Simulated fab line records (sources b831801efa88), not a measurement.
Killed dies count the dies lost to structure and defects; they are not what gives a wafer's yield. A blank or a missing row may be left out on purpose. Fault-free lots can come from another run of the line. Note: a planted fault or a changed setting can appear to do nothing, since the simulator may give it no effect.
A struck lot beside a sound one ; flow sky130 ; 33 out of 708 route steps
Sound: these wafers, L840.3, L840.4, L840.5. Struck: wafer L849.2 (left out: L849.1, L849.6 of the same lot, which were not struck); the cause appears at the end.
Each step with rows lists, per side, the tool, then ch with its chambers, then its first start. Under that, the readings that differ: sound wafers ; struck wafers ; difference of the means ; sigmas: that difference in standard deviations of wafers without a fault.
alike: readings whose means differ by less than 2 such deviations, and words and numbers that are the same on both sides. not compared: withheld readings, readings that some wafer has no value for, bounds like >300 that may hide the same value, and numbers for which the record gives no deviation and whose values overlap.
The two part at a step that has a row with sigmas, a row that says differs or no value, or rows on one side only. Numbers that have no deviation but don't overlap get no sigmas and don't part them. A reading missing from all wafers of one side parts the sides only when that side holds two or more wafers.

first, 4 steps without rows for these wafers: SKY_LOCAL_INTERCONNECT_SOFTBAKE_07 (time 90 s); SKY_LOCAL_INTERCONNECT_EXPOSE_08 (exposes mask LI1M, target cd 170 nm); SKY_LOCAL_INTERCONNECT_PEB_09; SKY_LOCAL_INTERCONNECT_DEVELOP_10 (develop time 60 s).
SKY_LOCAL_INTERCONNECT_CD_MEAS_11 targets a cd of 170 nm.
  struck on cd_sem-01, day 34 18:19; sound on cd_sem-02, day 31 06:45
  alike: cd_nm
SKY_LOCAL_INTERCONNECT_OVL_MEAS_12:
  struck on overlay-02, day 34 18:26; sound on overlay-01, day 31 06:50
  alike: LOCAL_INTERCONNECT_OVL
then, 1 step without rows for these wafers: SKY_LOCAL_INTERCONNECT_ETCH_13 (etches BARC in N2/H2, stops on SiO2, time 45.9 s, target depth 60 nm).
SKY_LOCAL_INTERCONNECT_METAL_ETCH_14: etches TiN in Cl2/BCl3, stops on PSG, target depth 110 nm, time 31.4 s.
  sound on rie_metal-02 ch 0,1, day 31 06:57; struck on rie_metal-04 ch 0, day 34 18:35
  alike: drypump_motor_current_A, oes_product_au, throttle_valve_pct
  not compared: rf_hours_counter_h
SKY_LOCAL_INTERCONNECT_STRIP_15: strips in O2/N2.
  sound on plasma_asher-02 ch 0,1, day 31 07:01; struck on plasma_asher-03 ch 0, day 34 18:42
reading;sound;struck;difference;sigmas
rf_hours_counter_h (h);- - -;102;no value on the sound wafers;
  alike: drypump_motor_current_A, oes_product_au, strip_time_to_endpoint_s
then, 3 steps without rows for these wafers: SKY_LOCAL_INTERCONNECT_STRIP_16 (strips in post etch residue remover, time 1200 s); SKY_LOCAL_INTERCONNECT_CLEAN_17 (cleans in IPA, time 180 s); SKY_LOCAL_INTERCONNECT_CLEAN_18 (cleans in O3/DIW).
SKY_CONTACT_CVD_00: deposits Si3N4, target thk 75 nm.
  sound on pecvd-02 ch 0,2, day 31 07:35; struck on pecvd-04 ch 0, day 34 19:20
reading;sound;struck;difference;sigmas
model.Si3N4_of_CONTACT_CVD_00.thk_nm (nm);75.98 73.92 75.99;66.9;-8.4;
  alike: heater_power_w
SKY_CONTACT_THK_MEAS_01:
  struck on film_metro-03, day 34 19:22; sound on film_metro-04, day 31 07:38
reading;sound;struck;difference;sigmas
CONTACT_CVD_00_THK (nm);75.9 73.9 76.0;66.9;-8.4;-9
then, 1 step without rows for these wafers: SKY_CONTACT_HDPCVD_02 (deposits SiO2, target thk 565 nm, time 94.2 s).
SKY_CONTACT_THK_MEAS_03:
  struck on film_metro-02, day 34 19:29; sound on film_metro-02, day 31 07:46
  alike: CONTACT_HDPCVD_THK
SKY_CONTACT_CMP_04: polishes SiO2.
  sound on cmp-02 ch 1,2, day 31 07:51; struck on cmp-01 ch 0, day 34 19:36
  alike: motor_current_A, retaining_ring_pressure_frac
SKY_CONTACT_BOW_MEAS_05:
  struck on film_metro-04, day 34 19:51; sound on film_metro-04, day 31 08:08
  alike: CONTACT_BOW
then, 8 steps without rows for these wafers: SKY_CONTACT_DEHYDRATE_06 (time 60 s); SKY_CONTACT_HMDS_07 (prime time 60 s); SKY_CONTACT_COAT_08 (resist thk 60 nm); SKY_CONTACT_COAT_09 (resist thk 450 nm); SKY_CONTACT_SOFTBAKE_10 (time 90 s); SKY_CONTACT_EXPOSE_11 (exposes mask CTM1, target cd 170 nm); SKY_CONTACT_PEB_12; SKY_CONTACT_DEVELOP_13 (develop time 60 s).
SKY_CONTACT_CD_MEAS_14 targets a cd of 170 nm.
  struck on cd_sem-01, day 35 22:57; sound on cd_sem-02, day 32 11:55
  alike: cd_nm
SKY_CONTACT_OVL_MEAS_15:
  struck on overlay-01, day 35 23:04; sound on overlay-01, day 32 12:00
  alike: CONTACT_OVL
SKY_CONTACT_ETCH_16: etches BARC in N2/H2, stops on SiO2, time 45.9 s, target depth 60 nm.
  sound on rie_diel-03 ch 0,1,3, day 32 12:01; struck on rie_diel-03 ch 2, day 35 23:07
reading;sound;struck;difference;sigmas
drypump_motor_current_A (A);5.5 5.2 5.6;6.2;+0.8;+2
  alike: h2_flow_sccm, oes_product_au, throttle_valve_pct
  not compared: rf_hours_counter_h
then, 1 step without rows for these wafers: SKY_CONTACT_ETCH_17 (etches SiO2 in C4F8/O2/Ar, stops on Si3N4, target depth 340 nm).
SKY_CONTACT_ETCH_18: etches Si3N4 in CHF3/O2, stops on TiN, time 39 s, target depth 75 nm.
  sound: rie_diel-03 ch 0,1,3; struck: rie_diel-03 ch 2
reading;sound;struck;difference;sigmas
drypump_motor_current_A (A);5.5 5.2 5.6;6.2;+0.8;+2
oes_product_au (a.u.);0.862 0.850 0.862;0.795;-0.063;-7
model.etch.depth_nm (nm);75.98 73.92 75.99;66.9;-8.4;
  alike: throttle_valve_pct
  not compared: rf_hours_counter_h
SKY_CONTACT_STRIP_19: strips in O2/N2.
  sound on plasma_asher-04 ch 0,1, day 32 12:11; struck on plasma_asher-01 ch 1, day 35 23:36
reading;sound;struck;difference;sigmas
rf_hours_counter_h (h);- - -;38;no value on the sound wafers;
  alike: drypump_motor_current_A, oes_product_au, strip_time_to_endpoint_s
-- the record jumps here: 13 days lie between the struck wafers' starts before and after (it left off in module CONTACT and takes up again in module PAD_OPEN, whose first step shown is number 708 of the route) --
SKY_PAD_OPEN_PROBE_99:
  only the struck wafers here have rows in the record (prober-02, day 49 00:20); the sound ones have none

## WHERE THEY PART
At SKY_LOCAL_INTERCONNECT_STRIP_15 first; at SKY_PAD_OPEN_PROBE_99 last (within this record only).

WHY: what the simulator had put in
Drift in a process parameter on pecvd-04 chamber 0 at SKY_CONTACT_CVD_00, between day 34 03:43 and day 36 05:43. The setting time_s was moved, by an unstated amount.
